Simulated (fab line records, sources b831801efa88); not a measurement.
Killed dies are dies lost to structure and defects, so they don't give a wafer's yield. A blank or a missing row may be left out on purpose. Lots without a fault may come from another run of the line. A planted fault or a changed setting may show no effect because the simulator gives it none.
Which tool did it? | flow sky130 | 24 lots, 72 wafers sampled, at 4 steps of a route of 708

WHAT THE GAUGES READ, wafer by wafer
SKY_SD_N_OVL_MEAS_08.
lot  | measured     | on         | SD_N_OVL (nm)
L074 | day 27 14:04 | overlay-02 | 2.2 1.2 0.3
L075 | day 28 08:02 | overlay-01 | 0.2 2.9 2.1
L076 | day 28 14:32 | overlay-02 | 1.3 -0.7 -1.2
L077 | day 28 19:22 | overlay-02 | 1.3 -0.4 0.5
L078 | day 29 00:10 | overlay-02 | 1.3 0.6 0.6
L079 | day 29 07:25 | overlay-01 | -2.3 -4.9 -3.0
L080 | day 30 02:32 | overlay-01 | -2.7 -2.5 -1.7
L081 | day 30 17:25 | overlay-02 | -1.0 1.1 -0.6
L082 | day 31 14:40 | overlay-02 | -0.5 -0.7 0.1
L083 | day 31 18:46 | overlay-01 | -0.2 -1.0 -0.8
L085 | day 32 00:46 | overlay-01 | -1.2 1.1 0.6
L084 | day 32 02:17 | overlay-01 | -3.4 -2.2 -0.7
L086 | day 32 06:05 | overlay-02 | 0.1 0.4 1.2
L088 | day 32 19:24 | overlay-01 | 0.7 -1.1 0.8
L087 | day 33 03:16 | overlay-01 | -0.9 -0.8 -2.3
L090 | day 33 16:53 | overlay-02 | 0.5 1.7 0.5
L089 | day 33 17:40 | overlay-02 | 1.6 1.5 1.8
L091 | day 34 01:43 | overlay-01 | 1.9 -1.0 -1.1
L092 | day 34 02:51 | overlay-01 | -1.1 -0.1 -3.7
L093 | day 34 05:22 | overlay-01 | -2.6 -1.1 -2.8
L095 | day 34 17:43 | overlay-01 | 0.6 1.2 2.5
L094 | day 34 18:20 | overlay-01 | -0.2 -0.5 0.7
L096 | day 35 03:10 | overlay-01 | -0.8 0.1 -0.5
L097 | day 35 05:28 | overlay-01 | -0.2 -1.7 -1.6

SKY_CONTACT_THK_MEAS_01.
lot  | measured     | on            | CONTACT_CVD_00_THK (nm)
L074 | day 30 02:08 | film_metro-03 | 73.8 74.3 75.9
L075 | day 30 19:15 | film_metro-03 | 73.9 73.9 73.8
L076 | day 31 01:16 | film_metro-02 | 74.1 74.9 76.0
L077 | day 31 06:39 | film_metro-02 | 73.7 73.2 74.7
L078 | day 31 10:41 | film_metro-02 | 74.5 73.3 74.6
L079 | day 31 19:20 | film_metro-02 | 73.8 75.0 74.5
L080 | day 32 13:59 | film_metro-02 | 73.6 74.0 74.3
L081 | day 33 04:10 | film_metro-01 | 74.3 75.8 75.2
L082 | day 34 00:05 | film_metro-03 | 74.8 75.5 76.0
L083 | day 34 04:52 | film_metro-03 | 75.4 76.8 74.2
L085 | day 34 09:47 | film_metro-02 | 74.2 74.7 75.8
L084 | day 34 10:56 | film_metro-01 | 74.7 73.8 74.4
L086 | day 34 15:20 | film_metro-01 | 74.7 74.8 75.4
L088 | day 35 04:58 | film_metro-02 | 74.9 76.4 77.2
L087 | day 35 11:43 | film_metro-02 | 75.9 74.4 74.8
L090 | day 36 01:44 | film_metro-01 | 73.6 74.9 76.5
L089 | day 36 02:02 | film_metro-01 | 74.0 74.1 75.0
L091 | day 36 11:44 | film_metro-01 | 74.4 75.0 75.2
L092 | day 36 12:45 | film_metro-02 | 75.8 75.3 76.0
L093 | day 36 13:44 | film_metro-01 | 75.7 75.5 76.3
L095 | day 37 00:34 | film_metro-01 | 74.8 73.9 75.7
L094 | day 37 01:31 | film_metro-03 | 75.3 74.8 74.4
L096 | day 37 09:58 | film_metro-02 | 74.3 73.6 75.6
L097 | day 37 15:13 | film_metro-01 | 74.9 74.7 76.4

WHICH TOOL RAN EACH LOT (tool, then ch and the chambers of the sampled wafers, then the start)
lot  | SKY_LI_CONTACT_ETCH_15             | SKY_LOCAL_INTERCONNECT_STRIP_15
L074 | rie_diel-04 ch 1,2,3, day 28 20:31 | plasma_asher-03 ch 0,1, day 30 01:29
L075 | rie_diel-04 ch 0,3, day 29 13:10   | plasma_asher-02 ch 0,1, day 30 18:38
L076 | rie_diel-04 ch 0,1,2, day 29 19:12 | plasma_asher-01 ch 0,1, day 31 00:37
L077 | rie_diel-03 ch 0,1,3, day 30 00:37 | plasma_asher-02 ch 0,1, day 31 06:02
L078 | rie_diel-04 ch 0,1,2, day 30 04:39 | plasma_asher-02 ch 0,1, day 31 10:04
L079 | rie_diel-02 ch 1,3, day 30 13:28   | plasma_asher-03 ch 0,1, day 31 18:41
L080 | rie_diel-02 ch 0,1, day 31 08:01   | plasma_asher-01 ch 0,1, day 32 13:22
L081 | rie_diel-03 ch 0,1, day 31 22:42   | plasma_asher-01 ch 0,1, day 33 03:34
L082 | rie_diel-02 ch 2,3, day 32 18:51   | plasma_asher-02 ch 0, day 33 23:28
L083 | rie_diel-02 ch 0,1,3, day 33 00:03 | plasma_asher-02 ch 0,1, day 34 04:14
L085 | rie_diel-03 ch 1,2, day 33 05:19   | plasma_asher-02 ch 1, day 34 09:07
L084 | rie_diel-04 ch 0,2,3, day 33 06:24 | plasma_asher-02 ch 0,1, day 34 10:16
L086 | rie_diel-02 ch 0,2,3, day 33 11:07 | plasma_asher-03 ch 0,1, day 34 14:43
L088 | rie_diel-04 ch 0,2,3, day 34 00:16 | plasma_asher-01 ch 0,1, day 35 04:22
L087 | rie_diel-02 ch 0,2, day 34 07:55   | plasma_asher-03 ch 0,1, day 35 11:04
L090 | rie_diel-02 ch 0,2,3, day 34 21:07 | plasma_asher-02 ch 0,1, day 36 01:07
L089 | rie_diel-03 ch 0,1,2, day 34 21:28 | plasma_asher-01 ch 0,1, day 36 01:25
L091 | rie_diel-04 ch 1,2, day 35 06:28   | plasma_asher-01 ch 0,1, day 36 11:07
L092 | rie_diel-04 ch 0,2,3, day 35 07:09 | plasma_asher-03 ch 0,1, day 36 12:08
L093 | rie_diel-03 ch 1,2, day 35 09:31   | plasma_asher-02 ch 0,1, day 36 13:05
L095 | rie_diel-02 ch 0,1,2, day 35 21:15 | plasma_asher-01 ch 0,1, day 36 23:56
L094 | rie_diel-03 ch 1,2, day 35 21:36   | plasma_asher-02 ch 0,1, day 37 00:53
L096 | rie_diel-02 ch 0,1,2, day 36 06:07 | plasma_asher-02 ch 0,1, day 37 09:20
L097 | rie_diel-02 ch 1,2,3, day 36 10:52 | plasma_asher-01 ch 0,1, day 37 14:28
- SKY_LI_CONTACT_ETCH_15: etches PSG in C4F8/O2/Ar, stops on Si, target depth 600 nm.
- SKY_LOCAL_INTERCONNECT_STRIP_15: strips in O2/N2.

WHAT THE TOOLS THEMSELVES READ (means of the sampled wafers that have a number; where no wafer has one, the mark that the record gives instead)
SKY_LI_CONTACT_ETCH_15.
lot  | tool        | oes_product_au (a.u.)
L074 | rie_diel-04 | 0.843
L075 | rie_diel-04 | 0.838
L076 | rie_diel-04 | 0.836
L077 | rie_diel-03 | 0.834
L078 | rie_diel-04 | 0.835
L079 | rie_diel-02 | 0.840
L080 | rie_diel-02 | 0.838
L081 | rie_diel-03 | 0.840
L082 | rie_diel-02 | 0.839
L083 | rie_diel-02 | 0.840
L085 | rie_diel-03 | 0.833
L084 | rie_diel-04 | 0.835
L086 | rie_diel-02 | 0.841
L088 | rie_diel-04 | 0.833
L087 | rie_diel-02 | 0.837
L090 | rie_diel-02 | 0.840
L089 | rie_diel-03 | 0.835
L091 | rie_diel-04 | 0.836
L092 | rie_diel-04 | 0.838
L093 | rie_diel-03 | 0.837
L095 | rie_diel-02 | 0.833
L094 | rie_diel-03 | 0.835
L096 | rie_diel-02 | 0.837
L097 | rie_diel-02 | 0.834

SKY_LOCAL_INTERCONNECT_STRIP_15.
lot  | tool            | drypump_motor_current_A (A) | oes_product_au (a.u.) | strip_time_to_endpoint_s (s)
L074 | plasma_asher-03 | 5.15                        | 0.425                 | 4.737
L075 | plasma_asher-02 | 5.59                        | 0.424                 | 4.733
L076 | plasma_asher-01 | 5.59                        | 0.430                 | 4.705
L077 | plasma_asher-02 | 5.51                        | 0.431                 | 4.755
L078 | plasma_asher-02 | 5.51                        | 0.428                 | 4.751
L079 | plasma_asher-03 | 5.28                        | 0.426                 | 4.733
L080 | plasma_asher-01 | 5.56                        | 0.429                 | 4.762
L081 | plasma_asher-01 | 5.48                        | 0.424                 | 4.739
L082 | plasma_asher-02 | 5.72                        | 0.425                 | 4.723
L083 | plasma_asher-02 | 5.51                        | 0.433                 | 4.733
L085 | plasma_asher-02 | 5.44                        | 0.429                 | 4.738
L084 | plasma_asher-02 | 5.53                        | 0.431                 | 4.730
L086 | plasma_asher-03 | 5.28                        | 0.426                 | 4.734
L088 | plasma_asher-01 | 5.48                        | 0.425                 | 4.722
L087 | plasma_asher-03 | 5.26                        | 0.428                 | 4.722
L090 | plasma_asher-02 | 5.51                        | 0.431                 | 4.723
L089 | plasma_asher-01 | 5.48                        | 0.429                 | 4.752
L091 | plasma_asher-01 | 5.47                        | 0.424                 | 4.739
L092 | plasma_asher-03 | 5.26                        | 0.431                 | 4.722
L093 | plasma_asher-02 | 5.62                        | 0.426                 | 4.711
L095 | plasma_asher-01 | 5.49                        | 0.423                 | 4.717
L094 | plasma_asher-02 | 5.59                        | 0.426                 | 4.744
L096 | plasma_asher-02 | 5.62                        | 0.429                 | 4.716
L097 | plasma_asher-01 | 5.58                        | 0.427                 | 4.734

THE ANSWER, worked out from the rows above alone
Rule: what is usual is taken from the lots themselves. Put in order of their means at a reading, lots are off if they are a third of the lots or fewer, leave a main group of 4 or more, and stand apart from it by a gap of 3 or more times the standard deviation of the main group's means; of several such gaps the widest counts. A main group whose means are all the same, to the digits that the tables above print for the reading, isn't used. A lot without any number at a reading at which 4 lots or more have one is off too. The other lots that the step has rows for count as sound. The gauges are gone through in route order, then the tools' own readings, and for those a lot's mean is taken as printed above. The first step at which some lot is off is used, and at that step the reading that is off furthest; a lot without a number counts as furthest.
No lot is off at any reading shown: from this, nothing can be told.

WHAT THE SIMULATOR HAD PUT IN
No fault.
